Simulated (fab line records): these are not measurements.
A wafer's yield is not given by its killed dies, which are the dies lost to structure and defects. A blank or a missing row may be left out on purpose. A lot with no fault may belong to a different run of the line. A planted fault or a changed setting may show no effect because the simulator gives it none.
Chamber matching + flow sky130 + cmp-02 running SKY_CONTACT_CMP_04: 4 sister chambers
The step polishes SiO2. 16 wafers are shown with their chamber, then 8 later ones without.

## WAFERS PAIRED WITH THEIR CHAMBERS
| wafer  | chamber | motor current A (A) | time to endpoint s (s) |
|--------|---------|---------------------|------------------------|
| L854.2 | 1       | 14.1                | 81                     |
| L854.3 | 2       | 11.5                | 83                     |
| L854.5 | 3       | 11.9                | 82                     |
| L855.1 | 1       | 13.8                | 82                     |
| L855.4 | 0       | 10.7                | 81                     |
| L855.5 | 1       | 14.1                | 81                     |
| L857.2 | 0       | 10.8                | 84                     |
| L857.3 | 1       | 14.3                | 80                     |
| L857.5 | 0       | 9.9                 | 85                     |
| L858.1 | 2       | 10.7                | 79                     |
| L858.3 | 1       | 13.7                | 77                     |
| L858.5 | 3       | 11.4                | 76                     |
| L865.1 | 0       | 10.8                | 82                     |
| L865.2 | 2       | 11.2                | 81                     |
| L865.5 | 1       | 13.7                | 75                     |
| L869.2 | 3       | 11.2                | 82                     |

SIGNATURES (means of the wafers above)
| reading            | chamber 0 | chamber 1 | chamber 2 | chamber 3 | scatter within a chamber |
|--------------------|-----------|-----------|-----------|-----------|--------------------------|
| motor current A    | 10.550    | 13.950    | 11.133    | 11.500    | 0.35                     |
| time to endpoint s | 83.00     | 79.33     | 81.00     | 80.00     | 2.57                     |
Rule: a wafer lies at a distance from a chamber equal to the root of the sum of squares, over the readings, of (its reading less the chamber's mean, divided by the reading's scatter). If the next closest chamber is less than 2 further off than the closest, the wafer can't be placed; otherwise it belongs to the closest. The scatter: take each reading less its chamber's mean, square it, sum over the shown wafers, divide by the number of wafers less the number of chambers, and take the root.

## WAFERS WITHOUT THEIR CHAMBER
| wafer  | motor current A (A) | time to endpoint s (s) |
|--------|---------------------|------------------------|
| L869.3 | 10.4                | 89                     |
| L869.4 | 13.7                | 86                     |
| L870.1 | 10.8                | 81                     |
| L870.3 | 10.7                | 80                     |
| L870.4 | 14.8                | 84                     |
| L871.2 | 10.4                | 81                     |
| L871.3 | 13.8                | 76                     |
| L871.5 | 11.6                | 82                     |

## WHICH CHAMBER EACH WENT THROUGH
| wafer  | from the rows above          | in truth |
|--------|------------------------------|----------|
| L869.3 | can't be placed: 0 or 2      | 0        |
| L869.4 | 1                            | 1        |
| L870.1 | can't be placed: 2 or 0 or 3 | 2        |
| L870.3 | can't be placed: 0 or 2 or 3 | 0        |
| L870.4 | 1                            | 1        |
| L871.2 | can't be placed: 0 or 2      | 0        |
| L871.3 | 1                            | 1        |
| L871.5 | can't be placed: 3 or 2      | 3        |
Placed correctly: 3 of 8. Unplaceable from these rows: 5, with the true chamber sitting among the candidates in 5. Placed wrongly: 0.
